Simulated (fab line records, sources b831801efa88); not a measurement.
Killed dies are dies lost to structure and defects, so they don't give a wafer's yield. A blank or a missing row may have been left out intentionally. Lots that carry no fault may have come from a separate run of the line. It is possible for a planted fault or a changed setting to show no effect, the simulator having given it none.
Matching of chambers -- flow sky130 -- rie_diel-03 running SKY_POLY_CUT_ETCH_10: 4 sister chambers
The step etches BARC in N2/H2, stops on SiO2, time 45.9 s, target depth 60 nm. 4 wafers are shown with their chamber, then 9 later ones without.

== EACH WAFER AND ITS CHAMBER ==
wafer,chamber,drypump_motor_current_A (A)
L080.5,1,6.2
L083.1,0,5.9
L091.4,2,6.4
L091.5,3,6.0

== WAFERS WITH NO CHAMBER GIVEN ==
wafer,drypump_motor_current_A (A)
L093.1,5.9
L093.2,6.4
L093.3,6.2
L094.2,6.2
L094.4,5.8
L094.6,6.0
L097.1,6.4
L097.4,6.0
L097.6,6.2

== EACH ONE'S CHAMBER ==
wafer,from the rows above,in truth
L093.1,0,0
L093.2,2,2
L093.3,1,1
L094.2,1,1
L094.4,0,0
L094.6,3,3
L097.1,2,2
L097.4,3,3
L097.6,1,1
Placed correctly: 9 of 9. Can't be placed from these rows: 0. Wrongly placed: 0.
How it was worked out, from the rows above alone: a wafer's distance from a chamber is the root of the sum, over the readings, of the square of ((its reading less the chamber's mean) divided by the reading's scatter). The wafer belongs to the nearest chamber; if the next one is less than 2 further off, it can't be placed. Each chamber's mean is taken over the wafers shown for it. The scatter: root of mean squared gap, hidden wafer to nearest shown wafer, with one shown wafer a chamber.
